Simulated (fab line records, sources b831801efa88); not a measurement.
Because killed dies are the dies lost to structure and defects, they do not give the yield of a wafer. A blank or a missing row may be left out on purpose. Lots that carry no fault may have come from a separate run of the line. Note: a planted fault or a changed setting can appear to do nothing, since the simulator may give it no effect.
Which tool was responsible? || flow gf180mcu || 36 wafers from 12 lots sampled at 2 of the route's 602 steps

## WHAT THE GAUGES SHOWED, per wafer
GF_M1_RS_MEAS_05: uses a four-point probe to measure.
{"lot": "L075", "measured": "day 16 01:17", "on": "filmMetro-02", "M1_ALCU_RS (ohm/sq)": "0.0688 0.0690 0.0686"}
{"lot": "L077", "measured": "day 17 03:10", "on": "filmMetro-03", "M1_ALCU_RS (ohm/sq)": "0.0686 0.0689 0.0688"}
{"lot": "L079", "measured": "day 17 17:29", "on": "filmMetro-02", "M1_ALCU_RS (ohm/sq)": "0.0701 0.0706 0.0696"}
{"lot": "L081", "measured": "day 18 13:37", "on": "filmMetro-01", "M1_ALCU_RS (ohm/sq)": "0.0691 0.0696 0.0700"}
{"lot": "L083", "measured": "day 19 04:34", "on": "filmMetro-03", "M1_ALCU_RS (ohm/sq)": "0.0705 0.0701 0.0698"}
{"lot": "L085", "measured": "day 19 21:18", "on": "filmMetro-02", "M1_ALCU_RS (ohm/sq)": "0.0692 0.0693 0.0692"}
{"lot": "L087", "measured": "day 20 23:21", "on": "filmMetro-03", "M1_ALCU_RS (ohm/sq)": "0.0691 0.0686 0.0690"}
{"lot": "L089", "measured": "day 21 23:11", "on": "filmMetro-02", "M1_ALCU_RS (ohm/sq)": "0.0682 0.0693 0.0685"}
{"lot": "L091", "measured": "day 22 15:31", "on": "filmMetro-02", "M1_ALCU_RS (ohm/sq)": "0.0699 0.0692 0.0698"}
{"lot": "L093", "measured": "day 23 08:34", "on": "filmMetro-03", "M1_ALCU_RS (ohm/sq)": "0.0694 0.0683 0.0694"}
{"lot": "L095", "measured": "day 23 23:02", "on": "filmMetro-02", "M1_ALCU_RS (ohm/sq)": "0.0689 0.0690 0.0686"}
{"lot": "L097", "measured": "day 24 12:52", "on": "filmMetro-03", "M1_ALCU_RS (ohm/sq)": "0.0699 0.0697 0.0696"}

## WHAT TOOL EACH LOT RAN ON (gives the tool, then ch and the chambers of the sampled wafers, and finally the start)
{"lot": "L075", "GF_M1_SPUTTER_01": "pvdSputter-03, day 16 01:08"}
{"lot": "L077", "GF_M1_SPUTTER_01": "pvdSputter-03, day 17 03:03"}
{"lot": "L079", "GF_M1_SPUTTER_01": "pvdSputter-04, day 17 17:22"}
{"lot": "L081", "GF_M1_SPUTTER_01": "pvdSputter-02, day 18 13:29"}
{"lot": "L083", "GF_M1_SPUTTER_01": "pvdSputter-04, day 19 04:27"}
{"lot": "L085", "GF_M1_SPUTTER_01": "pvdSputter-04, day 19 21:07"}
{"lot": "L087", "GF_M1_SPUTTER_01": "pvdSputter-03, day 20 23:11"}
{"lot": "L089", "GF_M1_SPUTTER_01": "pvdSputter-03, day 21 23:02"}
{"lot": "L091", "GF_M1_SPUTTER_01": "pvdSputter-04, day 22 15:21"}
{"lot": "L093", "GF_M1_SPUTTER_01": "pvdSputter-04, day 23 08:25"}
{"lot": "L095", "GF_M1_SPUTTER_01": "pvdSputter-03, day 23 22:52"}
{"lot": "L097", "GF_M1_SPUTTER_01": "pvdSputter-03, day 24 12:44"}
- GF_M1_SPUTTER_01: material TiN, target thk 30 nm, time 25 s.

## THE ANSWER, worked out from the rows above alone
Rule: the usual values come from the lots themselves. Put in order of their means at a reading, lots are off if they are a third of the lots or fewer, leave a main group of 4 or more, and stand apart from it by a gap of 3 or more times the standard deviation of the main group's means; of several such gaps the widest counts. Not used: any main group whose means are identical at the precision the tables above print for the reading. Also off: a lot with no number at a reading for which 4 or more lots have one. Where the step has rows for the other lots, those lots are counted as sound.
None of the lots is off at any reading shown; this tells nothing.

## WHAT THE SIMULATOR HAD INSERTED
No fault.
